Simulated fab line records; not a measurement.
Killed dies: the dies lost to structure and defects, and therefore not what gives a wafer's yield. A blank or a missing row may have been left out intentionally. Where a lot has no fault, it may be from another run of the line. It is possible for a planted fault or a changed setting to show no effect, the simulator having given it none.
Which of the tools did it? + flow gf180mcu + Sampling: 14 lots, 42 wafers, 4 of 602 route steps

## WHAT THE GAUGES SHOWED, per wafer
GF_POLY_GATE_CD_MEAS_10: target cd 280 nm. Usual: cdNm at 279.9 nm, with a standard deviation of 1.1.
| lot  | measured     | on       | cdNm (nm)         | flag |
|------|--------------|----------|-------------------|------|
| L939 | day 9 08:22  | cdSem-02 | 278.5 277.9 279.1 |      |
| L940 | day 9 15:57  | cdSem-01 | 279.4 279.0 278.4 |      |
| L941 | day 10 01:51 | cdSem-01 | 281.5 280.3 280.4 |      |
| L942 | day 10 08:20 | cdSem-02 | 280.4 281.3 281.8 |      |
| L943 | day 10 14:12 | cdSem-01 | 279.7 279.7 280.0 |      |
| L944 | day 10 21:22 | cdSem-01 | 280.3 280.6 280.9 |      |
| L947 | day 11 19:09 | cdSem-01 | 278.2 277.8 279.3 |      |
| L949 | day 12 12:40 | cdSem-02 | 280.3 279.7 279.0 |      |
| L950 | day 12 22:24 | cdSem-02 | 280.1 281.5 280.0 |      |
| L951 | day 13 07:28 | cdSem-02 | 280.9 280.9 280.0 |      |
| L952 | day 13 12:02 | cdSem-01 | 279.1 280.0 279.1 |      |
| L953 | day 13 15:36 | cdSem-02 | 281.2 280.5 281.3 |      |
| L954 | day 13 23:31 | cdSem-02 | 280.2 281.2 281.2 |      |
| L961 | day 16 01:30 | cdSem-02 | 279.6 278.8 279.7 |      |

GF_HV_LDD_THK_MEAS_55. Usual: for HV_LDD_CVD_54_THK the level is 10.05 nm and the standard deviation is 0.19.
| lot  | measured     | on           | HV_LDD_CVD_54_THK (nm) | flag |
|------|--------------|--------------|------------------------|------|
| L939 | day 12 14:35 | filmMetro-03 | 9.98 10.11 10.09       |      |
| L940 | day 12 21:14 | filmMetro-04 | 9.84 9.87 9.73         |      |
| L941 | day 13 09:38 | filmMetro-03 | 10.04 9.87 10.04       |      |
| L942 | day 13 16:33 | filmMetro-03 | 9.89 9.95 9.90         |      |
| L943 | day 13 23:31 | filmMetro-03 | 9.93 10.06 9.98        |      |
| L944 | day 14 10:31 | filmMetro-04 | 10.38 10.31 10.39      |      |
| L947 | day 15 09:27 | filmMetro-01 | 10.42 10.31 10.41      |      |
| L949 | day 16 05:29 | filmMetro-04 | 10.28 10.29 10.10      |      |
| L950 | day 16 15:27 | filmMetro-03 | 10.19 10.08 10.19      |      |
| L951 | day 17 00:58 | filmMetro-03 | 9.79 9.91 9.92         |      |
| L952 | day 17 07:54 | filmMetro-01 | 10.11 10.15 10.03      |      |
| L953 | day 17 10:50 | filmMetro-01 | 16.98 17.09 16.85      | OFF  |
| L954 | day 17 20:02 | filmMetro-01 | 17.08 17.08 16.82      | OFF  |
| L961 | day 20 03:35 | filmMetro-04 | 9.98 9.99 9.97         |      |

GF_CONTACT_BOW_MEAS_05. Usual: for CONTACT_BOW the level is 64 um and the standard deviation is 6.5.
| lot  | measured     | on           | CONTACT_BOW (um) | flag |
|------|--------------|--------------|------------------|------|
| L939 | day 15 08:08 | filmMetro-04 | 59 62 63         |      |
| L940 | day 15 15:28 | filmMetro-03 | 62 59 79         |      |
| L941 | day 16 05:39 | filmMetro-01 | 66 62 60         |      |
| L942 | day 16 13:29 | filmMetro-04 | 69 72 67         |      |
| L943 | day 16 20:08 | filmMetro-04 | 58 55 54         |      |
| L944 | day 17 07:28 | filmMetro-03 | 56 58 67         |      |
| L947 | day 18 11:04 | filmMetro-04 | 57 60 65         |      |
| L949 | day 19 06:05 | filmMetro-03 | 63 63 55         |      |
| L950 | day 19 17:02 | filmMetro-03 | 71 65 68         |      |
| L951 | day 20 03:06 | filmMetro-04 | 55 65 63         |      |
| L952 | day 20 09:52 | filmMetro-03 | 60 62 54         |      |
| L953 | day 20 13:05 | filmMetro-04 | 64 57 73         |      |
| L954 | day 20 23:23 | filmMetro-03 | 74 63 69         |      |
| L961 | day 23 06:37 | filmMetro-03 | 69 72 57         |      |

## EACH LOT AND THE TOOL THAT RAN IT (in order: tool; ch and the chambers of the sampled wafers; start)
| lot  | GF_HV_LDD_CVD_54            |
|------|-----------------------------|
| L939 | lpcvd-02 ch 1, day 12 13:34 |
| L940 | lpcvd-01 ch 0, day 12 20:13 |
| L941 | lpcvd-02 ch 1, day 13 08:37 |
| L942 | lpcvd-01 ch 1, day 13 15:30 |
| L943 | lpcvd-01 ch 0, day 13 22:30 |
| L944 | lpcvd-02 ch 1, day 14 09:30 |
| L947 | lpcvd-02 ch 0, day 15 08:25 |
| L949 | lpcvd-02 ch 1, day 16 04:28 |
| L950 | lpcvd-02 ch 0, day 16 14:25 |
| L951 | lpcvd-01 ch 1, day 16 23:57 |
| L952 | lpcvd-01 ch 0, day 17 06:52 |
| L953 | lpcvd-02 ch 1, day 17 09:48 |
| L954 | lpcvd-02 ch 0, day 17 18:30 |
| L961 | lpcvd-01 ch 0, day 20 02:34 |
- GF_HV_LDD_CVD_54: deposits SiO2 from TEOS, target thk 10 nm, time 75 s.

## WHAT THE TOOLS THEMSELVES READ (means of the sampled wafers that have a number; where no wafer has one, the mark that the record gives instead)
The record holds no such reading with a usual standard deviation.

## THE ANSWER, worked out from the rows above alone
Rule: lot off if the mean of its wafers having a number is beyond 3 standard deviations from the usual mean. Also off: a lot with no number at a reading for which 4 or more lots have one. All remaining lots with rows at the step are treated as sound. First the gauges in route order, then the tools' own readings, where a lot's mean is used as printed above. At the first step where some lot is off, the reading lying furthest off is the one used; lots without a number count as furthest.
Off: L953, L954, seen at GF_HV_LDD_THK_MEAS_55 (HV_LDD_CVD_54_THK).
A tool fits if, at a process step before that reading, it ran every lot that is off, and no sound lot after the first of them. The gauges at GF_HV_LDD_THK_MEAS_55 are tried like those tools. This does not decide it: 2 tools fit, namely lpcvd-02 at GF_HV_LDD_CVD_54 and filmMetro-01 at GF_HV_LDD_THK_MEAS_55.

## WHAT HAD BEEN PUT IN BY THE SIMULATOR
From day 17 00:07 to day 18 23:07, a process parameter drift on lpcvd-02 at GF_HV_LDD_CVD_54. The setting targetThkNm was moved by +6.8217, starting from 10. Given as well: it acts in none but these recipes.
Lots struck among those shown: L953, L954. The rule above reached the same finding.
